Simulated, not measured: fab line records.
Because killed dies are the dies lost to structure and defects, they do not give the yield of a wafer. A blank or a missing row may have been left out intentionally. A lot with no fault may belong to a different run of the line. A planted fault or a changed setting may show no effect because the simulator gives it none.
Split-lot experiment -- flow sfq line -- 15 wafers read across 5 lots, on a route 325 steps long

== THE SPLIT ITSELF ==
At SFQ_TRILAYER_I5_LITHO_COAT_149 (resist thk 62 nm), the setting resist thk nm was moved away from the recipe's 62 nm on 6 of the 15 wafers read, by -3.9% to +3.0%. For the rest of the wafers, this setting stayed at what the recipe calls for.

== FROM THE SPLIT TO THE READING: what the file shows between them, 3 steps ==
- SFQ_TRILAYER_I5_LITHO_COAT_144: resist thk 650 nm
- SFQ_TRILAYER_I5_LITHO_SOFTBAKE_148
- SFQ_TRILAYER_I5_LITHO_DEVELOP_146: time 60 s

== THE READING ==
etch.depth nm (the simulator's own value, which no gauge read), in nm, at SFQ_TRILAYER_I5_BARC_OPEN_VIA_ETCH_200 (etches BARC in O2, target depth 125 nm, time 41.7 s). The file does not state a usual value for it. Across the 9 wafers here that went through the recipe, the average is 61.99 nm and the standard deviation 0.13 nm.

wafer,"tool, chamber at the split","resist thk nm as run, nm",against the recipe,"etch.depth nm, nm",against lot-mates on the recipe
L076.1,"litho track-02, 0",63.87,+3.0%,63.88,+1.75
L076.2,"litho track-02, 0",63.87,+3.0%,63.83,+1.70
L076.3,"litho track-02, 0",62,recipe,62.21,-
L076.5,"litho track-02, 0",62,recipe,62.05,-
L076.6,"litho track-02, 0",62,recipe,62.13,-
L081.2,"litho track-01, 0",62,recipe,61.93,-
L081.3,"litho track-01, 0",62,recipe,61.92,-
L081.6,"litho track-01, 0",62,recipe,61.86,-
L082.2,"litho track-01, 0",62,recipe,61.8,-
L082.3,"litho track-01, 0",59.57,-3.9%,59.59,-2.21
L083.1,"litho track-02, 0",63.24,+2.0%,63.11,no lot-mate on the recipe
L083.3,"litho track-02, 0",63.24,+2.0%,63.23,no lot-mate on the recipe
L084.2,"litho track-04, 0",62,recipe,61.97,-
L084.3,"litho track-04, 0",62,recipe,62.08,-
L084.6,"litho track-04, 0",63.22,+2.0%,63.16,+1.13

THE FIT
A straight line over all 15 wafers: etch.depth nm changes by +0.61 nm for each +1% of resist thk nm; r = +0.99; the points scatter about the line by 0.11 nm.
The same after taking each lot's own level away (the mean of its wafers on the recipe; 13 wafers): +0.569 nm for each +1%; r = +1.00; scatter 0.046 nm.
The reading moves by 2.2 nm for the largest change in resist thk nm, on that fit.
Across the lots, their own levels run from 61.800 to 62.130 nm, a range of 2.6 times the standard deviation given above.
The two slopes agree, so the slope changes little with the lot-to-lot level.
Check: with one of the wafers moved furthest among these (-3.9%) left out of the fit, the line predicts -2.24 nm for it against its lot-mates. Against them it came out at -2.21 nm.

== OTHER SPLITS ON THESE WAFERS ==
Other splits were also applied to these wafers ahead of the reading. Each is held against what the fit with the lots' levels taken away leaves over:
other split on the same wafers,wafers away from the commonest value,r with etch.depth nm (lot level and that fit taken away)
SFQ_TRILAYER_I4_VIA_BARC_OPEN_VIA_ETCH_146 time s,5,-0.37
SFQ_TRILAYER_JJ_TRILAYER_DEP_SPUTTER_110 time s,7,+0.11
SFQ_TRILAYER_JJ_CE_LITHO_COAT_119 spin rpm,7,+0.34
SFQ_TRILAYER_JJ_CE_LITHO_PEB_117 peb temp c,2,-0.03
SFQ_TRILAYER_M5_LITHO_COAT_123 spin rpm,3,-0.44
SFQ_TRILAYER_R5_LITHO_COAT_141 resist thk nm,3,-0.19
SFQ_TRILAYER_A5C_DEP_PECVD_142 time s,3,+0.27

== THE WHOLE CHAIN: every reading that the file lists as answering this split, in the file's order ==
step,what it does,reading,change (the file's fit),r (the file's)
SFQ_TRILAYER_I5_LITHO_COAT_149,resist thk 62 nm,"BARC_of_TRILAYER_I5_LITHO_COAT_149.thk nm (the simulator's own value, which no gauge read)",+0.585 nm for each +1% of the setting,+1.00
SFQ_TRILAYER_I5_BARC_OPEN_VIA_ETCH_200,"etches BARC in O2, target depth 125 nm, time 41.7 s","etch.depth nm (the simulator's own value, which no gauge read)",+0.569 nm for each +1% of the setting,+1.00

== FILE'S OWN FIT ==
etch.depth nm changes by +0.569 nm for each +1% of resist thk nm, r = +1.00.
